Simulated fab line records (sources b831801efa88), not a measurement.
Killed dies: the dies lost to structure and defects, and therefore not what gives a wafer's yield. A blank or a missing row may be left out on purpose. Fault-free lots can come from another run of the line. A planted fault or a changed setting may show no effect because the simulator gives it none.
fab line records	flow sky130
record lots=6	wafers=18	last_day=49
route steps=708 shown CAP2M@613 METAL4@621 PAD_OPEN@708
lots that met no fault: from a run of the same line without faults
start_h: start of the lot's first displayed wafer, in hours after the record's first day	wait_h: hours from the lot's prior step to this one	" as in the row above	L1.1+2: a single row standing in for several wafers	- value missing, or start not given	* or withheld: withheld	< > ~ a bound
route shown NAME@n: NAME is a module with steps in the file, n the number in the route of the first one	usual: mean/standard deviation of fault-free wafers	same: alike in all rows	chamber/n: place in a boat	sites: per-site readings	_std_site: the standard deviation of these	_edge_site: inner sites' mean taken away from outer sites' mean	radius_mm: how far each site lies from the wafer's centre	mask NAME#n: copy n	behind: the tool/chamber that last shaped the wafer	hold: why the lot went on hold/how many hours it stayed there/how the hold came to an end	device: names the non-switching transistor (n, p or np)	end of line: the route-end tests of the same wafers	step lacking rows: just its recipe	killed: count of dies lost to structure and defects at first sort (not the wafer's yield)	map: a wafer's dies, marking killed ones x, the rest . and places with no die _
set.NAME: the setting that was run; set.NAME@STEP: the one run at that earlier step	model.NAME: the simulator's own value behind a step, which no gauge read
a table for each step, a row for each wafer; lots at some steps of the route
services: from which hour (start_h, from the record's first day; less than 0 if before it) a tool's chamber was out of use, for how many hours, and why
## steps
# step SKY_CAP2M_PEB_10
# recipe temp_c=withheld	time_s=*	resist=NOVOLAK
# step SKY_CAP2M_DEVELOP_11
# recipe resist=NOVOLAK	developer=TMAH	develop_time_s=60	dev_temp_c=23
# step SKY_CAP2M_OVL_MEAS_12
# usual CAP2M_OVL=-0.2/1.3
lot.wafer	tool	chamber	start_h	wait_h	CAP2M_OVL[nm]
L784.1	overlay-01	-	943.91	0.1	-0.3
L784.2	"	-	"	"	-0.2
L784.6	"	-	"	"	0.8
L792.1	overlay-02	-	1028.81	0.1	-0.7
L792.3	"	-	"	"	-1.5
L792.5	"	-	"	"	-1.6
L793.1	overlay-01	-	1030.94	0.1	0.4
L793.2	"	-	"	"	0.2
L793.6	"	-	"	"	-1.2
L796.1	overlay-02	-	1037.81	0.1	0.7
L796.2	"	-	"	"	-1.1
L796.3	"	-	"	"	-0.1
L804.3	overlay-01	-	1088.81	0.1	-0.1
L804.5	"	-	"	"	1.7
L804.6	"	-	"	"	-0.9
L805.1	overlay-01	-	1089.89	0.1	-1.0
L805.3	"	-	"	"	1.0
L805.5	"	-	"	"	-0.8
# step SKY_CAP2M_METAL_ETCH_13
# recipe target_depth_nm=220	stop_on=SiO2	chemistry=Cl2/BCl3	target=TiN	pressure_mtorr=10	icp_w=900	bias_w=48.5	Cl2_flow_sccm=60	bcl3_flow_sccm=30	time_s=62.9
# usual drypump_motor_current_A=5.98/0.25	oes_product_au=0.942/0.0072	rf_fwd_power_W=892/3.6	throttle_valve_pct=21.901/0.0098
lot.wafer	tool	chamber	start_h	wait_h	drypump_motor_current_A	oes_product_au	rf_fwd_power_W	rf_hours_counter_h	throttle_valve_pct
L784.1	rie_metal-04	1	943.95	0.0	5.84	0.942	893	7	21.898
L784.2	"	0	"	"	5.70	0.938	891	6	21.902
L784.6	"	1	"	"	5.79	0.949	892	-	21.905
L792.1	rie_metal-04	0	1028.85	0.0	5.71	0.950	894	10	21.877
L792.3	"	0	"	"	5.72	0.952	892	-	21.877
L792.5	"	1	"	"	5.78	0.952	893	-	21.901
L793.1	rie_metal-02	1	1030.97	0.0	5.75	0.941	889	2	21.917
L793.2	"	0	"	"	6.20	0.945	895	16	21.887
L793.6	"	0	"	"	6.17	0.943	899	-	21.897
L796.1	rie_metal-04	0	1037.85	0.0	5.69	0.934	885	10	21.892
L796.2	"	1	"	"	5.77	0.941	895	12	21.903
L796.3	"	0	"	"	5.71	0.934	890	-	21.913
L804.3	rie_metal-02	1	1088.86	0.0	5.76	0.931	892	-	21.910
L804.5	"	0	"	"	6.19	0.939	895	-	21.896
L804.6	"	1	"	"	5.71	0.931	890	-	21.917
L805.1	rie_metal-02	0	1089.92	0.0	6.20	0.944	894	19	21.898
L805.3	"	0	"	"	6.22	0.954	896	-	21.892
L805.5	"	0	"	"	6.22	0.943	895	-	21.911
# step SKY_CAP2M_STRIP_14
# recipe chemistry=O2/N2	power_w=1400	pressure_mtorr=1500	platen_temp_c=withheld	o2_flow_sccm=3000	n2_flow_sccm=300	overash_fraction=0.5
# usual drypump_motor_current_A=6.1/0.59	oes_product_au=0.711/0.005	strip_time_to_endpoint_s=12.65/0.044
lot.wafer	tool	chamber	start_h	wait_h	drypump_motor_current_A	oes_product_au	rf_hours_counter_h	strip_time_to_endpoint_s
L784.1	plasma_asher-02	1	944.02	0.1	6.0	0.708	51	12.61
L784.2	"	0	"	"	5.1	0.704	51	12.60
L784.6	"	1	"	"	6.0	0.712	-	12.59
L792.1	plasma_asher-01	1	1028.92	0.1	5.7	0.714	121	12.58
L792.3	"	0	"	"	6.0	0.720	-	12.64
L792.5	"	0	"	"	5.9	0.705	-	12.61
L793.1	plasma_asher-01	1	1031.05	0.1	5.7	0.709	121	12.67
L793.2	"	0	"	"	5.9	0.708	121	12.66
L793.6	"	1	"	"	5.7	0.722	-	12.66
L796.1	plasma_asher-03	1	1037.92	0.1	6.8	0.711	88	12.64
L796.2	"	0	"	"	6.8	0.705	88	12.72
L796.3	"	1	"	"	6.8	0.708	-	12.65
L804.3	plasma_asher-03	0	1088.95	0.1	6.7	0.719	-	12.64
L804.5	"	1	"	"	6.8	0.706	-	12.63
L804.6	"	0	"	"	6.7	0.708	-	12.66
L805.1	plasma_asher-03	1	1090.00	0.1	6.7	0.710	94	12.64
L805.3	"	1	"	"	6.7	0.721	-	12.62
L805.5	"	0	"	"	6.7	0.712	-	12.62
# step SKY_CAP2M_STRIP_15
# recipe chemistry=post_etch_residue_remover	time_s=1200	temp_c=72.5
# step SKY_CAP2M_CLEAN_16
# recipe chemistry=IPA	time_s=180	temp_c=25
# step SKY_CAP2M_CLEAN_17
# recipe chemistry=O3/DIW	dry=n2_spin
# step SKY_METAL4_DEHYDRATE_05
# recipe temp_c=200	time_s=60
# step SKY_METAL4_HMDS_06
# recipe prime_time_s=60	prime_temp_c=120
# step SKY_METAL4_COAT_07
# recipe resist=BARC	temp_c=withheld	time_s=withheld	spin_rpm=3000	resist_thk_nm=60
# step SKY_METAL4_COAT_08
# recipe resist=KrF-thick	spin_rpm=3000	resist_thk_nm=1140
# step SKY_METAL4_SOFTBAKE_09
# recipe temp_c=100	time_s=90	resist=KrF-thick
# usual heater_power_total_W=57.36/0.12	plate_temp_C=100.00/0.14
lot.wafer	tool	chamber	start_h	wait_h	heater_power_total_W	plate_temp_C
L784.1	litho_track-04	0	954	-	57.31	100.07
L784.2	"	0	"	"	57.44	100.23
L784.6	"	0	955	-	57.34	100.18
L792.1	litho_track-04	0	1041	-	55.83	98.23
L792.3	"	0	"	"	55.93	98.08
L792.5	"	0	"	"	55.92	98.05
L793.1	litho_track-04	0	1043	-	55.74	98.03
L793.2	"	0	"	"	55.64	98.22
L793.6	"	0	"	"	55.63	97.86
L796.1	litho_track-01	0	1048	-	57.40	100.05
L796.2	"	0	"	"	57.45	99.90
L796.3	"	0	"	"	57.24	99.84
L804.3	litho_track-02	0	1098	-	57.29	99.98
L804.5	"	0	"	"	57.14	99.98
L804.6	"	0	"	"	57.42	99.82
L805.1	litho_track-02	0	1099	-	57.26	99.89
L805.3	"	0	1100	-	57.25	99.92
L805.5	"	0	"	"	57.27	100.00
# step SKY_METAL4_EXPOSE_10
# recipe mask_id=MM4	na=0.68	source_shape=annular	sigma_inner=0.4	sigma_outer=0.8	target_cd_nm=300	dose_mj=28
# step SKY_PAD_OPEN_PROBE_99
# usual defect_limited_yield=82.3/1.8	killed_at_M0_to_M3=44/7.2	killed_at_M4_up=3.1/1.8	killed_at_contacts=24/4.5	killed_at_front_end=16/4.4	killed_at_other=0.2/0.42	killed_dies=87/8.9	killed_open=48/6.4	killed_short=39/6.2	sort_bin_3_pad_short=0.9/0.46	sort_bin_5_function=10.5/1.6	sort_bin_6_memory=6.3/1.1	sort_n_pass=405/8.9	sort_yield_pct=82.3/1.8
# same gross_dies=492	killed_at_back_side=0	sort_bin_4_leakage[%]=0	sort_bin_8_speed[%]=0
lot.wafer	tool	chamber	start_h	wait_h	defect_limited_yield[%]	killed_at_M0_to_M3	killed_at_M4_up	killed_at_contacts	killed_at_front_end	killed_at_other	killed_dies	killed_open	killed_short	sort_bin_3_pad_short[%]	sort_bin_5_function[%]	sort_bin_6_memory[%]	sort_n_pass	sort_yield_pct[%]
L784.1	prober-02	-	1064.12	0.1	81.5	50	4	29	8	0	91	50	41	1.0	8.5	8.9	401	81.5
L784.2	prober-02	-	1064.17	0.1	82.1	52	7	14	15	0	88	42	46	1.2	10.8	5.9	404	82.1
L784.6	prober-02	-	1064.37	0.2	81.1	45	3	27	18	0	93	56	37	0.6	10.6	7.7	399	81.1
L792.1	prober-02	-	1137.74	0.1	79.9	53	2	29	15	0	99	56	43	1.2	13.8	5.1	393	79.9
L792.3	prober-02	-	1137.84	0.2	79.7	53	4	30	12	1	100	50	50	1.2	13.2	5.9	392	79.7
L792.5	prober-02	-	1137.94	0.2	82.5	45	2	24	15	0	86	45	41	0.4	11.2	5.9	406	82.5
L793.1	prober-01	-	1138.27	0.1	84.3	33	3	27	14	0	77	44	33	0.8	8.3	6.5	415	84.3
L793.2	prober-01	-	1138.32	0.1	82.5	43	5	24	14	0	86	41	45	1.0	10.2	6.3	406	82.5
L793.6	prober-01	-	1138.52	0.2	83.1	39	3	28	12	1	83	49	34	1.2	8.9	6.7	409	83.1
L796.1	prober-02	-	1144.08	0.1	84.1	40	3	14	21	0	78	38	40	0.2	8.1	7.5	414	84.1
L796.2	prober-02	-	1144.13	0.1	83.7	46	2	18	14	0	80	45	35	1.0	9.6	5.7	412	83.7
L796.3	prober-02	-	1144.18	0.2	82.7	46	3	25	11	0	85	44	41	1.4	8.5	7.3	407	82.7
L804.3	prober-02	-	1186.64	0.2	85.2	36	4	19	14	0	73	38	35	0.6	8.9	5.3	419	85.2
L804.5	prober-02	-	1186.74	0.2	81.5	54	3	24	10	0	91	53	38	0.8	10.6	7.1	401	81.5
L804.6	prober-02	-	1186.79	0.2	81.9	36	1	38	14	0	89	48	41	0.8	10.8	6.5	403	81.9
L805.1	prober-01	-	1187.67	0.1	84.3	40	1	16	19	1	77	40	37	0	9.1	6.5	415	84.3
L805.3	prober-01	-	1187.77	0.2	82.7	43	4	22	16	0	85	44	41	1.2	10.8	5.3	407	82.7
L805.5	prober-01	-	1187.87	0.2	82.1	37	0	29	21	1	88	49	39	1.0	11.0	5.9	404	82.1
# killed by level:class
L784.1 CONTACT:geometric_particle:open=13 VIA1:geometric_particle:open=11 VIA1:geometric_particle:short=8 VIA3:geometric_particle:open=7 METAL1:geometric_particle:short=6 LI_CONTACT:geometric_particle:open=4 LOCAL_INTERCONNECT:geometric_particle:short=4 CONTACT:geometric_particle:short=4
L784.2 VIA1:geometric_particle:open=12 METAL2:geometric_particle:short=10 METAL1:geometric_particle:short=7 VIA3:geometric_particle:open=7 METAL4:geometric_particle:short=6 POLY_GATE:geometric_particle:open=5 VIA2:geometric_particle:short=4 METAL3:geometric_particle:short=4
L784.6 CONTACT:geometric_particle:open=12 VIA1:geometric_particle:open=10 VIA2:geometric_particle:open=8 LI_CONTACT:geometric_particle:open=7 VIA1:geometric_particle:short=7 FIELD_ISO:geometric_particle:open=6 VIA3:geometric_particle:open=5 POLY_GATE:geometric_particle:open=4
L792.1 VIA1:geometric_particle:open=15 CONTACT:geometric_particle:open=10 METAL1:geometric_particle:short=8 LI_CONTACT:geometric_particle:open=7 VIA1:geometric_particle:short=7 FIELD_ISO:geometric_particle:open=6 FIELD_ISO:geometric_particle:short=5 METAL2:geometric_particle:short=5
L792.3 VIA1:geometric_particle:open=11 VIA2:geometric_particle:open=10 CONTACT:geometric_particle:open=10 LOCAL_INTERCONNECT:geometric_particle:short=7 VIA1:geometric_particle:short=7 VIA2:geometric_particle:short=7 METAL1:geometric_particle:short=6 LI_CONTACT:geometric_particle:open=5
L792.5 METAL2:geometric_particle:short=9 VIA1:geometric_particle:open=8 POLY_GATE:geometric_particle:open=7 CONTACT:geometric_particle:short=7 LI_CONTACT:geometric_particle:open=6 CONTACT:geometric_particle:open=6 METAL1:geometric_particle:short=6 VIA3:geometric_particle:open=6
L793.1 LI_CONTACT:geometric_particle:open=14 VIA1:geometric_particle:open=11 METAL2:geometric_particle:short=8 CONTACT:geometric_particle:open=6 POLY_GATE:geometric_particle:short=4 LI_CONTACT:geometric_particle:short=4 VIA3:geometric_particle:open=4 METAL1:geometric_particle:short=3
L793.2 VIA1:geometric_particle:open=10 LI_CONTACT:geometric_particle:open=7 VIA1:geometric_particle:short=7 CONTACT:geometric_particle:short=6 CONTACT:geometric_particle:open=6 VIA3:geometric_particle:open=6 FIELD_ISO:geometric_particle:short=5 METAL1:geometric_particle:short=5
L793.6 CONTACT:geometric_particle:open=15 LI_CONTACT:geometric_particle:open=7 VIA1:geometric_particle:short=7 FIELD_ISO:geometric_particle:open=6 VIA1:geometric_particle:open=6 VIA3:geometric_particle:open=6 VIA2:geometric_particle:open=4 METAL1:geometric_particle:open=3
L796.1 POLY_GATE:geometric_particle:short=9 VIA1:geometric_particle:open=7 VIA2:geometric_particle:open=5 VIA3:geometric_particle:open=5 POLY_GATE:geometric_particle:open=4 LOCAL_INTERCONNECT:geometric_particle:short=4 CONTACT:geometric_particle:open=4 METAL1:geometric_particle:short=4
L796.2 CONTACT:geometric_particle:open=10 VIA1:geometric_particle:open=9 VIA3:geometric_particle:open=9 VIA1:geometric_particle:short=8 POLY_GATE:geometric_particle:open=6 METAL2:geometric_particle:short=6 POLY_GATE:geometric_particle:short=4 CONTACT:geometric_particle:short=4
L796.3 VIA1:geometric_particle:open=14 CONTACT:geometric_particle:open=8 LI_CONTACT:geometric_particle:open=7 METAL2:geometric_particle:short=7 METAL1:geometric_particle:short=6 POLY_GATE:geometric_particle:short=6 VIA2:geometric_particle:open=5 LOCAL_INTERCONNECT:geometric_particle:short=4
L804.3 VIA1:geometric_particle:open=8 CONTACT:geometric_particle:open=7 VIA3:geometric_particle:open=5 FIELD_ISO:geometric_particle:open=4 LI_CONTACT:geometric_particle:short=4 CONTACT:geometric_particle:short=4 VIA3:geometric_particle:short=4 VIA1:geometric_particle:short=4
L804.5 VIA1:geometric_particle:open=18 CONTACT:geometric_particle:open=9 VIA2:geometric_particle:open=7 VIA2:geometric_particle:short=5 METAL1:geometric_particle:short=5 LI_CONTACT:geometric_particle:open=4 LOCAL_INTERCONNECT:geometric_particle:short=4 CONTACT:geometric_particle:short=4
L804.6 LI_CONTACT:geometric_particle:open=11 CONTACT:geometric_particle:open=9 VIA1:geometric_particle:open=8 FIELD_ISO:geometric_particle:open=6 LOCAL_INTERCONNECT:geometric_particle:short=6 VIA3:geometric_particle:open=6 VIA2:geometric_particle:short=5 LI_CONTACT:geometric_particle:short=5
L805.1 VIA1:geometric_particle:open=9 LI_CONTACT:geometric_particle:open=8 METAL1:geometric_particle:short=7 METAL2:geometric_particle:short=5 VIA1:geometric_particle:short=5 POLY_GATE:geometric_particle:open=4 POLY_GATE:geometric_particle:short=4 CONTACT:geometric_particle:open=4
L805.3 VIA1:geometric_particle:open=10 CONTACT:geometric_particle:open=8 VIA1:geometric_particle:short=8 LI_CONTACT:geometric_particle:open=5 FIELD_ISO:geometric_particle:open=4 SPACER:geometric_particle:short=4 CONTACT:geometric_particle:short=4 METAL1:geometric_particle:short=4
L805.5 CONTACT:geometric_particle:open=9 VIA1:geometric_particle:open=9 LI_CONTACT:geometric_particle:open=7 VIA2:geometric_particle:open=7 CONTACT:geometric_particle:short=7 FIELD_ISO:geometric_particle:short=6 METAL2:geometric_particle:short=5 FIELD_ISO:geometric_particle:open=4
## services
tool	chamber	start_h	hours	kind
rie_metal-02	1	959.87	-	clean
rie_metal-02	1	959.87	37.0	scheduled_down
rie_metal-02	1	959.87	37.0	vent_cycle
plasma_asher-03	-	967.38	11.2	repair
rie_metal-04	-	997.46	1.0	repair
rie_metal-02	-	1016.81	1.1	repair
plasma_asher-01	-	1055.25	9.0	pm
plasma_asher-01	0	1055.25	9.0	vent_cycle
plasma_asher-01	1	1055.25	9.0	vent_cycle
plasma_asher-01	0	1064.25	-	clean
plasma_asher-01	1	1064.25	-	clean
plasma_asher-01	-	1073.85	4.5	repair
rie_metal-04	1	1081.03	2.3	repair
plasma_asher-01	-	1089.93	2.8	pm
plasma_asher-03	-	1095.13	1.2	repair
## key
first_sign step=SKY_METAL4_SOFTBAKE_09	reading=plate_temp_C	direction=down	sigmas=14	usual=*	struck=*
effect step=SKY_METAL4_SOFTBAKE_09	reading=heater_power_total_W	direction=down	sigmas=13	usual=*	struck=*
met_at SKY_METAL4_SOFTBAKE_09
struck_wafers L792.1,L792.3,L792.5,L793.1,L793.2,L793.6
onset_between 954 1041
fault kind=process_parameter_drift	tool=litho_track-04	chamber=-	onset_h=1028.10	steps=SKY_METAL4_SOFTBAKE_09	channel=temp_c	offset=*	shape=step	end_h=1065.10	acts_in=*	stated=*
